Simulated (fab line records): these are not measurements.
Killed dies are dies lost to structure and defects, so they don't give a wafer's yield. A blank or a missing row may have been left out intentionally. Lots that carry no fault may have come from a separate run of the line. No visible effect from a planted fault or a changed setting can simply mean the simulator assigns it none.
Comparing a struck lot with a sound one + flow gf180mcu + 14 out of 602 route steps
Sound: the wafers L439.2, L439.3, L439.4. The struck wafers were L430.2, L430.3, L430.6. The cause is named last.
For every step that has rows: the tool of each side, followed by ch and its chambers, followed by its first start. Under that, the readings that differ: sound wafers + struck wafers + difference of the means + sigmas: that difference in standard deviations of wafers without a fault.
alike: same words and numbers on both sides, and readings whose means sit less than 2 such deviations apart. not compared: any withheld reading, any reading some wafer has no value for, any bound like >300 that may hide the same value, and any number with overlapping values for which the record gives no deviation.
The two part at a step that has a row with sigmas, a row that says differs or no value, or rows on one side only. Numbers that don't overlap but have no deviation are shown without sigmas and don't part them. A reading that every wafer of one side lacks parts them only if that side has two wafers or more.

first, 1 step without rows for these wafers: GF_HV_LDD_CLEAN_51 (cleans in SC1/SC2, time 150 s).
GF_HV_LDD_RTA_52: time 10 s.
  sound on rtp_anneal-01 ch 0, day 17 11:22; struck on rtp_anneal-01 ch 0, day 14 18:01
  alike: lamp_power_pct, wafer_temp_C_max
GF_HV_LDD_RS_MEAS_53: measurement is done with a four-point probe.
  sound on film_metro-02 at day 17 11:26; struck on film_metro-02 at day 14 18:05
  alike: HV_LDD_RS
then, 1 step without rows for these wafers: GF_HV_LDD_CVD_54 (deposits SiO2 from TEOS, target thk 10 nm, time 75 s).
GF_HV_LDD_THK_MEAS_55:
  sound on film_metro-03 at day 17 12:34; struck on film_metro-02 at day 14 19:13
  alike: HV_LDD_CVD_54_THK
then, 1 step without rows for these wafers: GF_HV_LDD_CVD_56 (deposits Si3N4 from DCS/NH3, target thk 90 nm, time 1543 s).
GF_HV_LDD_THK_MEAS_57:
  sound on film_metro-02 at day 17 14:04; struck on film_metro-03 at day 14 20:43
  alike: HV_LDD_CVD_56_THK
GF_HV_LDD_ETCHBACK_58: etches Si3N4 in CH3F/O2, stops on SiO2, time 100 s, target depth 90 nm.
  sound on rie_diel-01 ch 0,1,3, day 17 14:07; struck on rie_diel-04 ch 2,3, day 14 20:46
  alike: drypump_motor_current_A, oes_product_au, rf_fwd_power_W, throttle_valve_pct
  not compared: rf_hours_counter_h
then, 4 steps without rows for these wafers: GF_NSD_DEHYDRATE_00 (time 60 s); GF_NSD_HMDS_01 (prime time 60 s); GF_NSD_COAT_02 (resist thk 1000 nm); GF_NSD_SOFTBAKE_03 (time 60 s).
GF_NSD_EXPOSE_04: exposes mask Nplus, target cd 400 nm.
  sound on iline_stepper-02 ch 0, day 18 01:13; struck on iline_stepper-02, day 15 07:08
  no value came back on the struck wafers for exposure_dose_mJ_cm2, focus_offset_nm (nm), na; on the sound wafers exposure_dose_mJ_cm2 reads 139.92 139.97 140.01
  alike: mask
following that, these wafers have no rows for 1 step: GF_NSD_PEB_05.

WHERE THEY PART
Only at GF_NSD_EXPOSE_04, as far as this record shows.

WHY: what had been put in by the simulator
Beginning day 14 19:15, the whole step at GF_NSD_EXPOSE_04 was skipped on iline_stepper-02. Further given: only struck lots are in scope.
